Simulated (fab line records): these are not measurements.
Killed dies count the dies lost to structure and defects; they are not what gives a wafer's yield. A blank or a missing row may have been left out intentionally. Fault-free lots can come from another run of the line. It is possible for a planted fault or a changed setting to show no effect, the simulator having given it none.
fab line records    flow sky130    part 1 of 2: steps 1 to 43 of 44
record lots=6  wafers=18  last_day=49
route steps=708 shown SONOS_TUNNEL@160 SONOS_ONO@168 GATE_OXIDE@187 PAD_OPEN@708
lots untouched by any fault: they come from a run of this same line in which no faults occurred
start_h: start of the lot's first displayed wafer, in hours after the record's first day    wait_h: hours from the lot's prior step to this one    " identical to the entry in the row above    L1.1+2: a row that stands for several wafers    - no value present, or no start provided    * or withheld: withheld    < > ~ a bound
route shown NAME@n: names a module that has steps shown in the file, with the first one's number in the route    usual: mean and standard deviation over wafers with no fault    same: alike in all rows    chamber/n: place in a boat    sites: per-site readings    _std_site: how widely they spread, as a standard deviation    _edge_site: inner sites' mean taken away from outer sites' mean    radius_mm: for every site, how far away it sits from the centre of the wafer    mask NAME#n: copy n    behind: the most recent tool/chamber to have shaped the wafer    hold: what put the lot on hold/how long, in hours/how the hold closed    device: transistor that didn't switch, given as n, p or np    end of line: the same wafers' tests at the end of the route    a step with no rows: only its recipe    killed: count of dies lost to structure and defects at first sort (not the wafer's yield)    map: shows each die of a wafer: x if killed, . if not, _ if none is there
set.NAME: the run value of the setting; set.NAME@STEP: its run value at that earlier step    model.NAME: the simulator's own value behind a step, which no gauge read
lots seen at some steps along the route; tables by step, rows by wafer
services: a tool's chamber out of use, with start hour (start_h, from the record's first day; less than 0 if before it), hours out, and reason
## steps
# step SKY_SONOS_TUNNEL_DEVELOP_06
# recipe resist=NOVOLAK  developer=TMAH  develop_time_s=60  dev_temp_c=23.47
# step SKY_SONOS_TUNNEL_CD_MEAS_07
# recipe target_cd_nm=410
# usual cd_nm=409.2/2.2
lot.wafer  tool       chamber  start_h  wait_h  cd_nm
L314.1     cd_sem-01  -        273.02   0.1     405.1
L314.4     "          -        "        "       404.7
L314.6     "          -        "        "       404.7
L318.1     cd_sem-01  -        296.32   0.1     408.8
L318.2     "          -        "        "       408.9
L318.4     "          -        "        "       408.1
L320.1     cd_sem-02  -        316.15   0.2     405.6
L320.3     "          -        "        "       407.0
L320.4     "          -        "        "       407.1
L321.1     cd_sem-01  -        322.18   0.1     408.9
L321.2     "          -        "        "       410.0
L321.5     "          -        "        "       410.1
L326.1     cd_sem-02  -        363.39   0.2     411.1
L326.4     "          -        "        "       409.2
L326.5     "          -        "        "       408.5
L327.1     cd_sem-02  -        382.88   0.1     410.8
L327.2     "          -        "        "       410.3
L327.3     "          -        "        "       412.8
# step SKY_SONOS_TUNNEL_OVL_MEAS_08
# usual SONOS_TUNNEL_OVL=0.1/1.4
lot.wafer  tool        chamber  start_h  wait_h  SONOS_TUNNEL_OVL[nm]
L314.1     overlay-02  -        273.14   0.1     2.0
L314.4     "           -        "        "       1.2
L314.6     "           -        "        "       0.9
L318.1     overlay-01  -        296.44   0.1     -0.2
L318.2     "           -        "        "       -2.2
L318.4     "           -        "        "       -1.4
L320.1     overlay-01  -        316.27   0.1     -0.4
L320.3     "           -        "        "       -2.1
L320.4     "           -        "        "       -3.0
L321.1     overlay-02  -        322.30   0.1     -2.0
L321.2     "           -        "        "       -1.9
L321.5     "           -        "        "       -0.4
L326.1     overlay-02  -        363.51   0.1     -2.0
L326.4     "           -        "        "       -2.0
L326.5     "           -        "        "       -3.3
L327.1     overlay-01  -        383.00   0.1     -0.9
L327.2     "           -        "        "       -0.7
L327.3     "           -        "        "       -0.3
# step SKY_SONOS_TUNNEL_IMPLANT_09
# recipe species=B  energy_kev=20  dose_cm2=1e+12  tilt_deg=withheld
# step SKY_SONOS_TUNNEL_WET_ETCH_10
# recipe chemistry=dHF  target_depth_nm=14  target=SiO2  dilution=100:1  temp_c=25  time_s=280
# step SKY_SONOS_TUNNEL_STRIP_11
# recipe chemistry=SPM  time_s=600  temp_c=130
# step SKY_SONOS_TUNNEL_TW_MEAS_12
# usual SONOS_TUNNEL_TW=196.9/2.4
lot.wafer  tool           chamber  start_h  wait_h  SONOS_TUNNEL_TW
L314.1     film_metro-02  -        273.59   0.0     194.9
L314.4     "              -        "        "       195.4
L314.6     "              -        "        "       195.6
L318.1     film_metro-01  -        296.89   0.0     200.6
L318.2     "              -        "        "       200.3
L318.4     "              -        "        "       199.6
L320.1     film_metro-04  -        316.72   0.0     195.1
L320.3     "              -        "        "       194.1
L320.4     "              -        "        "       196.2
L321.1     film_metro-04  -        322.75   0.0     195.8
L321.2     "              -        "        "       195.5
L321.5     "              -        "        "       195.0
L326.1     film_metro-04  -        363.95   0.0     194.8
L326.4     "              -        "        "       196.3
L326.5     "              -        "        "       194.4
L327.1     film_metro-04  -        383.46   0.0     195.8
L327.2     "              -        "        "       195.5
L327.3     "              -        "        "       194.2
# step SKY_SONOS_TUNNEL_CLEAN_13
# recipe chemistry=dHF  time_s=20  dilution=100:1  dry=ipa_marangoni
# step SKY_SONOS_ONO_OXIDATION_00
# recipe temp_c=800  ambient=O2  idle_temp_c=700  ramp_up_c_per_min=10  ramp_down_c_per_min=3  stabilise_s=600  purge_s=300  target_thk_a=26  ox_time_s=1249
# step SKY_SONOS_ONO_THK_MEAS_01
# recipe reads=SiO2_of_SONOS_ONO_OXIDATION_00
# usual SONOS_ONO_OXIDATION_THK=2.60/0.069
lot.wafer  tool           chamber  start_h  wait_h  SONOS_ONO_OXIDATION_THK[nm]
L314.1     film_metro-04  -        277.11   0.0     2.58
L314.4     "              -        "        "       2.44
L314.6     "              -        "        "       2.56
L318.1     film_metro-03  -        298.35   0.0     2.59
L318.2     "              -        "        "       2.60
L318.4     "              -        "        "       2.57
L320.1     film_metro-03  -        320.03   0.0     2.64
L320.3     "              -        "        "       2.67
L320.4     "              -        "        "       2.63
L321.1     film_metro-04  -        326.94   0.0     2.47
L321.2     "              -        "        "       2.55
L321.5     "              -        "        "       2.56
L326.1     film_metro-03  -        366.05   0.1     2.76
L326.4     "              -        "        "       2.75
L326.5     "              -        "        "       2.70
L327.1     film_metro-02  -        384.88   0.0     2.65
L327.2     "              -        "        "       2.56
L327.3     "              -        "        "       2.68
# step SKY_SONOS_ONO_CVD_02
# recipe material=Si3N4  precursor=DCS/NH3  target_thk_nm=10.5  temp_c=770  time_s=180  pressure_mtorr=250
# step SKY_SONOS_ONO_THK_MEAS_03
# recipe reads=Si3N4_of_SONOS_ONO_CVD_02
# usual SONOS_ONO_CVD_02_THK=10.44/0.12
lot.wafer  tool           chamber  start_h  wait_h  SONOS_ONO_CVD_02_THK[nm]
L314.1     film_metro-04  -        278.22   0.0     10.54
L314.4     "              -        "        "       10.24
L314.6     "              -        "        "       10.40
L318.1     film_metro-02  -        299.94   0.0     10.45
L318.2     "              -        "        "       10.60
L318.4     "              -        "        "       10.58
L320.1     film_metro-03  -        322.31   0.0     10.49
L320.3     "              -        "        "       10.52
L320.4     "              -        "        "       10.40
L321.1     film_metro-03  -        328.05   0.0     10.54
L321.2     "              -        "        "       10.56
L321.5     "              -        "        "       10.57
L326.1     film_metro-03  -        368.38   0.0     10.49
L326.4     "              -        "        "       10.48
L326.5     "              -        "        "       10.62
L327.1     film_metro-02  -        386.35   0.0     10.51
L327.2     "              -        "        "       10.50
L327.3     "              -        "        "       10.50
# step SKY_SONOS_ONO_CVD_04
# recipe material=SiO2  precursor=SiH4/N2O  target_thk_nm=5.7199  temp_c=900  pressure_mtorr=400
# usual zone_power_centre_pct=18.1/1.8
lot.wafer  tool      chamber  start_h  wait_h  zone_power_centre_pct  model.SiO2_of_SONOS_ONO_CVD_04.thk_nm
L314.1     lpcvd-03  1        278.28   0.1     15.7                   5.618
L314.4     "         1        "        "       15.5                   5.583
L314.6     "         1        "        "       15.9                   5.631
L318.1     lpcvd-03  0        300.00   0.1     19.6                   5.653
L318.2     "         0        "        "       19.6                   5.641
L318.4     "         0        "        "       19.3                   5.774
L320.1     lpcvd-03  0        322.37   0.1     19.4                   5.712
L320.3     "         0        "        "       19.6                   5.625
L320.4     "         0        "        "       19.8                   5.836
L321.1     lpcvd-03  1        328.11   0.1     15.6                   5.635
L321.2     "         1        "        "       15.9                   5.757
L321.5     "         1        "        "       15.5                   5.687
L326.1     lpcvd-03  0        368.44   0.1     19.8                   6.495
L326.4     "         0        "        "       19.3                   6.704
L326.5     "         0        "        "       19.1                   6.644
L327.1     lpcvd-03  1        386.41   0.1     15.7                   6.685
L327.2     "         1        "        "       15.8                   6.716
L327.3     "         1        "        "       15.8                   6.77
# step SKY_SONOS_ONO_THK_MEAS_05
# recipe reads=SiO2_of_SONOS_ONO_CVD_04
# usual SONOS_ONO_CVD_04_THK=5.70/0.11
lot.wafer  tool           chamber  start_h  wait_h  SONOS_ONO_CVD_04_THK[nm]
L314.1     film_metro-03  -        279.53   0.0     5.64
L314.4     "              -        "        "       5.60
L314.6     "              -        "        "       5.64
L318.1     film_metro-04  -        301.25   0.0     5.60
L318.2     "              -        "        "       5.64
L318.4     "              -        "        "       5.75
L320.1     film_metro-03  -        325.19   0.0     5.75
L320.3     "              -        "        "       5.64
L320.4     "              -        "        "       5.83
L321.1     film_metro-04  -        330.92   0.0     5.65
L321.2     "              -        "        "       5.71
L321.5     "              -        "        "       5.71
L326.1     film_metro-04  -        369.69   0.0     6.53
L326.4     "              -        "        "       6.73
L326.5     "              -        "        "       6.64
L327.1     film_metro-04  -        387.66   0.0     6.69
L327.2     "              -        "        "       6.72
L327.3     "              -        "        "       6.76
# step SKY_SONOS_ONO_DEHYDRATE_06
# recipe temp_c=200  time_s=60
# step SKY_SONOS_ONO_HMDS_07
# recipe prime_time_s=60  prime_temp_c=120
# step SKY_SONOS_ONO_COAT_08
# recipe resist=NOVOLAK  spin_rpm=3000  resist_thk_nm=1140
# step SKY_SONOS_ONO_SOFTBAKE_09
# recipe temp_c=90  time_s=60  resist=NOVOLAK
# step SKY_SONOS_ONO_EXPOSE_10
# recipe mask_id=ONOM  target_cd_nm=410  na=0.6  source_shape=conventional  sigma_outer=0.6  dose_mj=150
# step SKY_SONOS_ONO_PEB_11
# recipe temp_c=withheld  time_s=*  resist=NOVOLAK
# step SKY_SONOS_ONO_DEVELOP_12
# recipe develop_time_s=60  dev_temp_c=23
# step SKY_SONOS_ONO_CD_MEAS_13
# recipe target_cd_nm=410
# usual cd_nm=409.5/2.6
lot.wafer  tool       chamber  start_h  wait_h  cd_nm
L314.1     cd_sem-01  -        304.67   0.1     409.7
L314.4     "          -        "        "       411.1
L314.6     "          -        "        "       413.6
L318.1     cd_sem-02  -        327.28   0.1     408.0
L318.2     "          -        "        "       408.4
L318.4     "          -        "        "       408.7
L320.1     cd_sem-01  -        350.37   0.1     409.2
L320.3     "          -        "        "       408.4
L320.4     "          -        "        "       410.4
L321.1     cd_sem-01  -        357.78   0.1     411.8
L321.2     "          -        "        "       413.1
L321.5     "          -        "        "       411.8
L326.1     cd_sem-02  -        398.38   0.1     406.8
L326.4     "          -        "        "       407.7
L326.5     "          -        "        "       406.6
L327.1     cd_sem-02  -        416.23   0.1     413.4
L327.2     "          -        "        "       410.5
L327.3     "          -        "        "       412.1
# step SKY_SONOS_ONO_OVL_MEAS_14
# usual SONOS_ONO_OVL=-0.3/1.1
lot.wafer  tool        chamber  start_h  wait_h  SONOS_ONO_OVL[nm]
L314.1     overlay-02  -        304.79   0.1     0.2
L314.4     "           -        "        "       -0.3
L314.6     "           -        "        "       -0.5
L318.1     overlay-02  -        327.40   0.1     -0.8
L318.2     "           -        "        "       -1.4
L318.4     "           -        "        "       0.3
L320.1     overlay-01  -        350.49   0.1     -1.8
L320.3     "           -        "        "       2.0
L320.4     "           -        "        "       0.5
L321.1     overlay-01  -        357.90   0.1     -0.4
L321.2     "           -        "        "       -1.8
L321.5     "           -        "        "       0.6
L326.1     overlay-02  -        398.50   0.1     -0.3
L326.4     "           -        "        "       -0.3
L326.5     "           -        "        "       -0.5
L327.1     overlay-01  -        416.35   0.1     -2.1
L327.2     "           -        "        "       -1.3
L327.3     "           -        "        "       -0.7
# step SKY_SONOS_ONO_ETCH_15
# recipe target_depth_nm=19.52  chemistry=CHF3/O2  source_w=600  bias_w=200  pressure_mtorr=40  chf3_flow_sccm=50  O2_flow_sccm=5  time_s=7.8
# usual O2_flow_sccm=4.999/0.015  drypump_motor_current_A=5.8/0.49  oes_product_au=0.997/0.012  throttle_valve_pct=8.824/0.0095
lot.wafer  tool         chamber  start_h  wait_h  O2_flow_sccm  drypump_motor_current_A  oes_product_au  rf_hours_counter_h  throttle_valve_pct
L314.1     rie_diel-03  0        304.82   0.0     4.998         6.1                      0.998           11                  8.824
L314.4     "            2        "        "       5.003         5.7                      0.992           2                   8.824
L314.6     "            1        "        "       5.018         5.9                      1.001           -                   8.838
L318.1     rie_diel-04  2        327.44   0.0     4.991         6.0                      0.992           1                   8.801
L318.2     "            3        "        "       4.990         5.8                      0.992           2                   8.829
L318.4     "            1        "        "       4.997         5.7                      1.009           3                   8.829
L320.1     rie_diel-02  0        350.52   0.0     4.982         6.7                      0.978           2                   8.824
L320.3     "            2        "        "       5.003         5.1                      0.980           1                   8.811
L320.4     "            3        "        "       5.007         5.0                      0.995           109                 8.844
L321.1     rie_diel-02  1        357.94   0.0     4.973         6.0                      0.995           114                 8.835
L321.2     "            2        "        "       5.028         5.1                      0.979           1                   8.834
L321.5     "            3        "        "       5.001         5.0                      0.996           -                   8.825
L326.1     rie_diel-03  1        398.54   0.0     5.027         6.0                      1.002           8                   8.835
L326.4     "            0        "        "       4.990         6.1                      0.999           12                  8.814
L326.5     "            0        "        "       4.995         6.1                      0.989           -                   8.817
L327.1     rie_diel-03  2        416.39   0.0     4.989         5.7                      1.008           4                   8.834
L327.2     "            1        "        "       4.986         5.9                      1.004           8                   8.831
L327.3     "            0        "        "       4.982         6.1                      0.997           13                  8.841
# step SKY_SONOS_ONO_WET_ETCH_16
# recipe chemistry=dHF  target_depth_nm=14  dry=n2_spin  target=SiO2  dilution=100:1  temp_c=25  time_s=280
# step SKY_SONOS_ONO_STRIP_17
# recipe chemistry=O2/N2  power_w=1400  pressure_mtorr=1500  platen_temp_c=withheld  o2_flow_sccm=3000  n2_flow_sccm=300  overash_fraction=0.5
# usual drypump_motor_current_A=5.59/0.23  oes_product_au=0.710/0.0046  strip_time_to_endpoint_s=14.12/0.035
lot.wafer  tool             chamber  start_h  wait_h  drypump_motor_current_A  oes_product_au  rf_hours_counter_h  strip_time_to_endpoint_s
L314.1     plasma_asher-04  1        304.93   0.0     5.92                     0.714           66                  14.14
L314.4     "                0        "        "       5.67                     0.711           -                   14.14
L314.6     "                1        "        "       5.97                     0.707           -                   14.15
L318.1     plasma_asher-01  0        327.54   0.0     5.57                     0.705           22                  14.12
L318.2     "                1        "        "       5.46                     0.708           22                  14.12
L318.4     "                1        "        "       5.46                     0.703           -                   14.06
L320.1     plasma_asher-01  1        350.64   0.0     5.47                     0.712           24                  14.13
L320.3     "                0        "        "       5.56                     0.718           -                   14.13
L320.4     "                1        "        "       5.46                     0.706           -                   14.14
L321.1     plasma_asher-01  0        358.04   0.0     5.58                     0.713           25                  14.14
L321.2     "                1        "        "       5.45                     0.710           25                  14.05
L321.5     "                0        "        "       5.57                     0.715           -                   14.12
L326.1     plasma_asher-04  0        398.65   0.0     5.66                     0.704           75                  14.11
L326.4     "                1        "        "       5.93                     0.707           -                   14.13
L326.5     "                0        "        "       5.64                     0.706           -                   14.11
L327.1     plasma_asher-03  1        416.51   0.0     5.75                     0.714           57                  14.18
L327.2     "                0        "        "       5.27                     0.705           57                  14.18
L327.3     "                1        "        "       5.75                     0.708           -                   14.18
# step SKY_SONOS_ONO_WET_ETCH_18
# recipe chemistry=H3PO4  target_depth_nm=15  target=Si3N4  temp_c=160  time_s=172
# step SKY_GATE_OXIDE_CLEAN_00
# recipe chemistry=SC1/SC2  mix=1:4:20  temp_c=70  time_s=150  dry=n2_spin
# step SKY_GATE_OXIDE_OXIDATION_01
# recipe temp_c=900  ambient=O2  stabilise_s=600  purge_s=300  target_thk_a=102.68  ox_time_s=1473
# step SKY_GATE_OXIDE_THK_MEAS_02
# recipe reads=SiO2_of_GATE_OXIDE_OXIDATION_01
# usual GATE_OXIDE_OXIDATION_00_THK=10.35/0.23
lot.wafer  tool           chamber  start_h  wait_h  GATE_OXIDE_OXIDATION_00_THK[nm]
L314.1     film_metro-01  -        306.95   0.0     10.33
L314.4     "              -        "        "       10.21
L314.6     "              -        "        "       10.30
L318.1     film_metro-02  -        330.94   0.0     10.70
L318.2     "              -        "        "       10.70
L318.4     "              -        "        "       10.69
L320.1     film_metro-03  -        354.85   0.0     10.46
L320.3     "              -        "        "       10.49
L320.4     "              -        "        "       10.55
L321.1     film_metro-01  -        360.47   0.0     10.79
L321.2     "              -        "        "       10.52
L321.5     "              -        "        "       10.94
L326.1     film_metro-01  -        401.26   0.0     10.66
L326.4     "              -        "        "       10.68
L326.5     "              -        "        "       10.64
L327.1     film_metro-02  -        419.03   0.0     10.12
L327.2     "              -        "        "       10.22
L327.3     "              -        "        "       10.11
# step SKY_GATE_OXIDE_DEHYDRATE_03
# recipe temp_c=200  time_s=60
# step SKY_GATE_OXIDE_HMDS_04
# recipe prime_time_s=60  prime_temp_c=120
# step SKY_GATE_OXIDE_COAT_05
# recipe resist=NOVOLAK  spin_rpm=2936  resist_thk_nm=1140
# step SKY_GATE_OXIDE_SOFTBAKE_06
# recipe temp_c=90  time_s=60  resist=NOVOLAK
# step SKY_GATE_OXIDE_EXPOSE_07
# recipe mask_id=LVOM  na=0.6  source_shape=conventional  sigma_outer=0.6  polarization=unpolarized  target_cd_nm=600  dose_mj=170
# step SKY_GATE_OXIDE_PEB_08
# recipe temp_c=withheld  time_s=*  resist=NOVOLAK
# step SKY_GATE_OXIDE_DEVELOP_09
# recipe resist=NOVOLAK  developer=TMAH  develop_time_s=60  dev_temp_c=23
# step SKY_GATE_OXIDE_OVL_MEAS_10
# usual GATE_OXIDE_OVL=1.0/1.5
lot.wafer  tool        chamber  start_h  wait_h  GATE_OXIDE_OVL[nm]
L314.1     overlay-01  -        332.66   0.1     0.0
L314.4     "           -        "        "       -2.0
L314.6     "           -        "        "       -0.1
L318.1     overlay-02  -        358.08   0.1     3.2
L318.2     "           -        "        "       2.4
L318.4     "           -        "        "       2.0
L320.1     overlay-02  -        382.67   0.1     1.4
L320.3     "           -        "        "       4.5
L320.4     "           -        "        "       2.2
L321.1     overlay-02  -        389.03   0.1     1.7
L321.2     "           -        "        "       0.4
L321.5     "           -        "        "       3.0
L326.1     overlay-02  -        430.77   0.1     1.1
L326.4     "           -        "        "       0.9
L326.5     "           -        "        "       1.2
L327.1     overlay-02  -        449.46   0.1     -0.5
L327.2     "           -        "        "       0.5
L327.3     "           -        "        "       2.3
# step SKY_GATE_OXIDE_IMPLANT_11
# recipe species=B  energy_kev=10  dose_cm2=2.6e+12  tilt_deg=withheld
# step SKY_GATE_OXIDE_WET_ETCH_12
# recipe chemistry=dHF  target_depth_nm=16.8  dry=n2_spin  target=SiO2  dilution=100:1  temp_c=25  time_s=336
# step SKY_GATE_OXIDE_STRIP_13
# recipe chemistry=O2/N2  power_w=1400  pressure_mtorr=1500  platen_temp_c=withheld  o2_flow_sccm=3000  n2_flow_sccm=300  overash_fraction=0.5
# usual drypump_motor_current_A=5.51/0.23  oes_product_au=0.715/0.0048  strip_time_to_endpoint_s=14.30/0.033
lot.wafer  tool             chamber  start_h  wait_h  drypump_motor_current_A  oes_product_au  rf_hours_counter_h  strip_time_to_endpoint_s
L314.1     plasma_asher-02  1        332.95   0.0     5.19                     0.716           61                  14.28
L314.4     "                0        "        "       5.74                     0.716           -                   14.31
L314.6     "                1        "        "       5.22                     0.716           -                   14.28
L318.1     plasma_asher-02  1        358.37   0.0     5.23                     0.708           64                  14.29
L318.2     "                0        "        "       5.73                     0.715           64                  14.27
L318.4     "                1        "        "       5.20                     0.711           -                   14.32
L320.1     plasma_asher-03  0        382.96   0.0     5.26                     0.714           54                  14.33
L320.3     "                1        "        "       5.77                     0.719           -                   14.34
L320.4     "                0        "        "       5.28                     0.715           -                   14.36
L321.1     plasma_asher-02  0        389.34   0.0     5.74                     0.714           67                  14.30
L321.2     "                1        "        "       5.25                     0.715           67                  14.34
L321.5     "                0        "        "       5.75                     0.720           -                   14.27
L326.1     plasma_asher-03  1        431.05   0.0     5.77                     0.706           59                  14.30
L326.4     "                0        "        "       5.26                     0.721           -                   14.31
L326.5     "                0        "        "       5.26                     0.716           -                   14.29
L327.1     plasma_asher-02  0        449.75   0.0     5.76                     0.717           73                  14.28
L327.2     "                1        "        "       5.26                     0.713           73                  14.30
L327.3     "                0        "        "       5.78                     0.717           -                   14.29
# step SKY_GATE_OXIDE_TW_MEAS_14
# usual GATE_OXIDE_TW=224.3/1.9
lot.wafer  tool           chamber  start_h  wait_h  GATE_OXIDE_TW
L314.1     film_metro-02  -        333.05   0.1     221.2
L314.4     "              -        "        "       219.8
L314.6     "              -        "        "       221.0
L318.1     film_metro-03  -        358.47   0.1     222.9
L318.2     "              -        "        "       223.9
L318.4     "              -        "        "       222.9
L320.1     film_metro-03  -        383.06   0.1     224.3
L320.3     "              -        "        "       224.2
L320.4     "              -        "        "       224.0
L321.1     film_metro-01  -        389.44   0.1     227.2
L321.2     "              -        "        "       227.3
L321.5     "              -        "        "       226.9
L326.1     film_metro-03  -        431.15   0.1     224.2
L326.4     "              -        "        "       223.9
L326.5     "              -        "        "       225.6
L327.1     film_metro-01  -        449.85   0.1     225.1
L327.2     "              -        "        "       226.3
L327.3     "              -        "        "       224.5
# step SKY_GATE_OXIDE_CLEAN_15
# recipe chemistry=SC1/SC2  mix=1:4:20  temp_c=70  time_s=150  dry=n2_spin
lot.wafer  tool          chamber  start_h  wait_h  model.SiO2_of_SONOS_ONO_CVD_04.thk_nm
L314.1     wet_bench-01  0        333.11   0.1     4.113
L314.4     "             0        "        "       4.08
L314.6     "             0        "        "       4.125
L318.1     wet_bench-03  3        358.53   0.1     4.139
L318.2     "             3        "        "       4.123
L318.4     "             3        "        "       4.259
L320.1     wet_bench-03  3        383.12   0.1     4.209
L320.3     "             3        "        "       4.116
L320.4     "             3        "        "       4.332
L321.1     wet_bench-01  1        389.50   0.1     4.109
L321.2     "             1        "        "       4.232
L321.5     "             1        "        "       4.166
L326.1     wet_bench-01  2        431.21   0.1     4.973
L326.4     "             2        "        "       5.179
L326.5     "             2        "        "       5.116
L327.1     wet_bench-01  2        449.91   0.1     5.179
L327.2     "             2        "        "       5.209
L327.3     "             2        "        "       5.265
## key
first_sign step=SKY_SONOS_ONO_THK_MEAS_05  reading=SONOS_ONO_CVD_04_THK  direction=up  sigmas=9  usual=5.70  struck=6.68
effect none on later readings
model_effect step=SKY_SONOS_ONO_CVD_04  value=SiO2_of_SONOS_ONO_CVD_04.thk_nm  without=5.607  struck=6.669
model_effect step=SKY_GATE_OXIDE_CLEAN_15  value=SiO2_of_SONOS_ONO_CVD_04.thk_nm  without=4.091  struck=5.153
model_effect step=SKY_PAD_OPEN_PROBE_99  value=etest.sonos_erased.drive_ua_um  without=191.4  struck=127.4
met_at SKY_SONOS_ONO_CVD_04
struck_wafers L326.1,L326.4,L326.5,L327.1,L327.2,L327.3
tester_left_out L326,L327
onset_between 328.11 368.44
also_fits time
fault kind=process_parameter_drift  tool=lpcvd-03  chamber=-  onset_h=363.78  steps=SKY_SONOS_ONO_CVD_04  channel=target_thk_nm  offset=1.0623  shape=step  end_h=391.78  stated=5.7199
# tester_left_out: of these lots the tester's yield and bins aren't shown, on N5 and GAA mostly nor the transistor test; their killed dies are dies lost to structure and defects alone, not to doping, threshold or leakage, so they don't give the yield
